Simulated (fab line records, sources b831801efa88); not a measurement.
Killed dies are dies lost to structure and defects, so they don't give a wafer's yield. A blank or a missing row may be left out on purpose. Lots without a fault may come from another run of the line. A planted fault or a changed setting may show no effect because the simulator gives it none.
Which tool did it? | flow sky130 | 11 lots, 33 wafers sampled, at 2 steps of a route of 708

WHAT THE GAUGES READ, wafer by wafer
SKY_SONOS_ONO_CD_MEAS_13: target cd 410 nm.
lot  | measured     | on        | cd_nm (nm)
L512 | day 13 06:51 | cd_sem-01 | 411.4 412.9 410.3
L511 | day 13 09:03 | cd_sem-02 | 409.6 409.2 408.8
L513 | day 13 13:56 | cd_sem-01 | 409.9 411.9 409.9
L515 | day 14 00:18 | cd_sem-02 | 411.0 409.6 410.1
L517 | day 14 15:39 | cd_sem-01 | 410.6 410.7 409.3
L519 | day 15 08:00 | cd_sem-01 | 410.3 410.4 410.3
L527 | day 17 23:23 | cd_sem-02 | 412.5 412.4 410.5
L529 | day 18 21:05 | cd_sem-01 | 407.8 406.3 408.8
L531 | day 19 11:23 | cd_sem-02 | 410.3 409.5 411.7
L534 | day 20 05:57 | cd_sem-01 | 408.4 409.1 410.7
L533 | day 20 07:27 | cd_sem-02 | 411.7 409.5 411.3

WHICH TOOL RAN EACH LOT (tool, then ch and the chambers of the sampled wafers, then the start)
lot  | SKY_VT_ADJUST_PCH_STRIP_09
L512 | plasma_asher-02 ch 0,1, day 10 23:34
L511 | plasma_asher-01 ch 0,1, day 11 00:32
L513 | plasma_asher-01 ch 0,1, day 11 08:37
L515 | plasma_asher-01 ch 0,1, day 11 18:32
L517 | plasma_asher-03 ch 0,1, day 12 07:54
L519 | plasma_asher-03 ch 0,1, day 12 21:17
L527 | plasma_asher-02 ch 0,1, day 15 09:07
L529 | plasma_asher-02 ch 0,1, day 16 00:26
L531 | plasma_asher-01 ch 0,1, day 16 19:03
L534 | plasma_asher-03 ch 0, day 17 12:02
L533 | plasma_asher-01 ch 0,1, day 17 12:23
- SKY_VT_ADJUST_PCH_STRIP_09: strips in O2/N2.

WHAT THE TOOLS THEMSELVES READ (means of the sampled wafers that have a number; where no wafer has one, the mark that the record gives instead)
SKY_VT_ADJUST_PCH_STRIP_09.
lot  | tool            | chamber_pressure_mTorr (mTorr) | drypump_motor_current_A (A) | oes_product_au (a.u.) | strip_time_to_endpoint_s (s)
L512 | plasma_asher-02 | 1498.9                         | 5.81                        | 0.724                 | 36.85
L511 | plasma_asher-01 | 1499.5                         | 6.11                        | 0.719                 | 36.98
L513 | plasma_asher-01 | 1500.3                         | 6.01                        | 0.722                 | 36.77
L515 | plasma_asher-01 | 1499.0                         | 6.10                        | 0.721                 | 36.86
L517 | plasma_asher-03 | 1499.3                         | 5.56                        | 0.721                 | 37.08
L519 | plasma_asher-03 | 1500.4                         | 5.55                        | 0.723                 | 37.06
L527 | plasma_asher-02 | 1500.4                         | 5.80                        | 0.725                 | 37.04
L529 | plasma_asher-02 | 1501.4                         | 5.82                        | 0.721                 | 36.93
L531 | plasma_asher-01 | 1500.6                         | 6.12                        | 0.719                 | 36.84
L534 | plasma_asher-03 | 1500.5                         | 6.07                        | 0.722                 | 37.11
L533 | plasma_asher-01 | 1500.8                         | 6.02                        | 0.724                 | 36.88

THE ANSWER, worked out from the rows above alone
Rule: what is usual is taken from the lots themselves. Put in order of their means at a reading, lots are off if they are a third of the lots or fewer, leave a main group of 4 or more, and stand apart from it by a gap of 3 or more times the standard deviation of the main group's means; of several such gaps the widest counts. A main group whose means are all the same, to the digits that the tables above print for the reading, isn't used. A lot without any number at a reading at which 4 lots or more have one is off too. The other lots that the step has rows for count as sound. The gauges are gone through in route order, then the tools' own readings, and for those a lot's mean is taken as printed above. The first step at which some lot is off is used, and at that step the reading that is off furthest; a lot without a number counts as furthest.
No lot is off at any reading shown: from this, nothing can be told.

WHAT THE SIMULATOR HAD PUT IN
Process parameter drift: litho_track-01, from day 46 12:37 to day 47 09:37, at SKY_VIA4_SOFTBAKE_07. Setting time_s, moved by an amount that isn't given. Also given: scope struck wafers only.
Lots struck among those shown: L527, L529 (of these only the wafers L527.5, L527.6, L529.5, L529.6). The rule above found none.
